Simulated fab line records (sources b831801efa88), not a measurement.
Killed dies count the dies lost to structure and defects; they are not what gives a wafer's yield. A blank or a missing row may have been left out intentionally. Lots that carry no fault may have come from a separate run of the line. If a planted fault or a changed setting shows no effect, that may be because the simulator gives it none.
Which tool was responsible? ; flow gf180mcu ; 12 lots, 35 wafers sampled, at 3 steps of a route of 602

WHAT THE GAUGES READ, wafer by wafer
GF_M1_CD_MEAS_14: target cd 230 nm. Usual: cd-nm 229.9 nm, standard deviation 1.1.
lot;measured;on;cd-nm (nm);flag
L764;day 17 15:38;cd-sem-01;228.3 229.6 228.3;
L766;day 18 10:29;cd-sem-02;231.2 231.5 231.1;
L767;day 18 11:29;cd-sem-02;227.5 229.1 228.2;
L771;day 20 05:58;cd-sem-02;228.4 230.4 220.1;OFF
L770;day 20 06:17;cd-sem-01;219.3 220.3;OFF
L779;day 22 20:28;cd-sem-02;230.9 231.3 230.2;
L780;day 23 05:11;cd-sem-01;229.0 230.0 228.3;
L781;day 23 10:46;cd-sem-01;229.2 229.5 229.4;
L782;day 24 02:03;cd-sem-02;229.3 230.6 229.4;
L783;day 24 03:00;cd-sem-02;231.1 231.0 229.1;
L785;day 24 19:19;cd-sem-01;230.6 230.3 229.2;
L786;day 25 04:02;cd-sem-01;229.9 229.6 230.2;

EACH LOT AND THE TOOL THAT RAN IT (in order: tool; ch and the chambers of the sampled wafers; start)
lot;GF_SAB_ETCH_11;GF_M1_EXPOSE_11
L764;rie-diel-02 ch 0,2,3, day 15 15:33;krf-scanner-01 ch 0, day 17 04:02
L766;rie-diel-03 ch 1,3, day 16 09:34;krf-scanner-02 ch 0, day 17 22:50
L767;rie-diel-02 ch 0,1,2, day 16 10:01;krf-scanner-02 ch 0, day 17 23:52
L771;rie-diel-04 ch 0,1,3, day 18 02:36;krf-scanner-02 ch 0, day 19 18:07
L770;rie-diel-03 ch 0,1, day 18 03:19;krf-scanner-02 ch 0, day 19 18:41
L779;rie-diel-02 ch 0,1, day 20 17:21;krf-scanner-02 ch 0, day 22 09:16
L780;rie-diel-04 ch 0,2,3, day 21 04:33;krf-scanner-02 ch 0, day 22 18:11
L781;rie-diel-03 ch 0,1,2, day 21 09:16;krf-scanner-01 ch 0, day 22 23:49
L782;rie-diel-03 ch 2,3, day 22 01:33;krf-scanner-01 ch 0, day 23 14:58
L783;rie-diel-04 ch 2,3, day 22 02:13;krf-scanner-02 ch 0, day 23 15:56
L785;rie-diel-03 ch 0,1, day 22 19:57;krf-scanner-01 ch 0, day 24 08:47
L786;rie-diel-02 ch 0,2,3, day 23 05:07;krf-scanner-02 ch 0, day 24 17:39
- GF_SAB_ETCH_11: etches SiO2 in C4F8/O2/Ar, target depth 55 nm, time 8.5 s.
- GF_M1_EXPOSE_11: exposes mask Metal1, target cd 230 nm.

WHAT THE TOOLS THEMSELVES READ (means of the sampled wafers that have a number; where no wafer has one, the mark that the record gives instead)
GF_SAB_ETCH_11. Usual: oes-product-au 1.001 a.u., standard deviation 0.01.
lot;tool;oes-product-au (a.u.);flag
L764;rie-diel-02;0.996;
L766;rie-diel-03;0.991;
L767;rie-diel-02;1.002;
L771;rie-diel-04;0.997;
L770;rie-diel-03;1.004;
L779;rie-diel-02;0.996;
L780;rie-diel-04;1.007;
L781;rie-diel-03;1.004;
L782;rie-diel-03;0.996;
L783;rie-diel-04;1.009;
L785;rie-diel-03;1.009;
L786;rie-diel-02;0.996;

GF_M1_EXPOSE_11. Usual: reticle-temp-C 23.02 C, standard deviation 0.1.
lot;tool;reticle-temp-C (C);flag
L764;krf-scanner-01;23.04;
L766;krf-scanner-02;23.15;
L767;krf-scanner-02;23.01;
L771;krf-scanner-02;22.96;
L770;krf-scanner-02;22.97;
L779;krf-scanner-02;23.02;
L780;krf-scanner-02;22.86;
L781;krf-scanner-01;23.07;
L782;krf-scanner-01;22.92;
L783;krf-scanner-02;23.10;
L785;krf-scanner-01;22.98;
L786;krf-scanner-02;23.12;

THE ANSWER, worked out from the rows above alone
Rule: lot off if the mean of its wafers having a number is beyond 3 standard deviations from the usual mean. A lot without any number at a reading at which 4 lots or more have one is off too. All remaining lots with rows at the step are treated as sound. Order of review: gauges by route order, followed by the tools' own readings, for which a lot's mean as printed above is used. The first step at which some lot is off is used, and at that step the reading that is off furthest; a lot without a number counts as furthest.
Off, at GF_M1_CD_MEAS_14 on cd-nm: L771, L770.
A tool fits if, at a process step before that reading, it ran every lot that is off, and no sound lot after the first of them. The gauges at GF_M1_CD_MEAS_14 are tried like those tools. No candidate that was tried fits.

WHAT THE SIMULATOR HAD PUT IN
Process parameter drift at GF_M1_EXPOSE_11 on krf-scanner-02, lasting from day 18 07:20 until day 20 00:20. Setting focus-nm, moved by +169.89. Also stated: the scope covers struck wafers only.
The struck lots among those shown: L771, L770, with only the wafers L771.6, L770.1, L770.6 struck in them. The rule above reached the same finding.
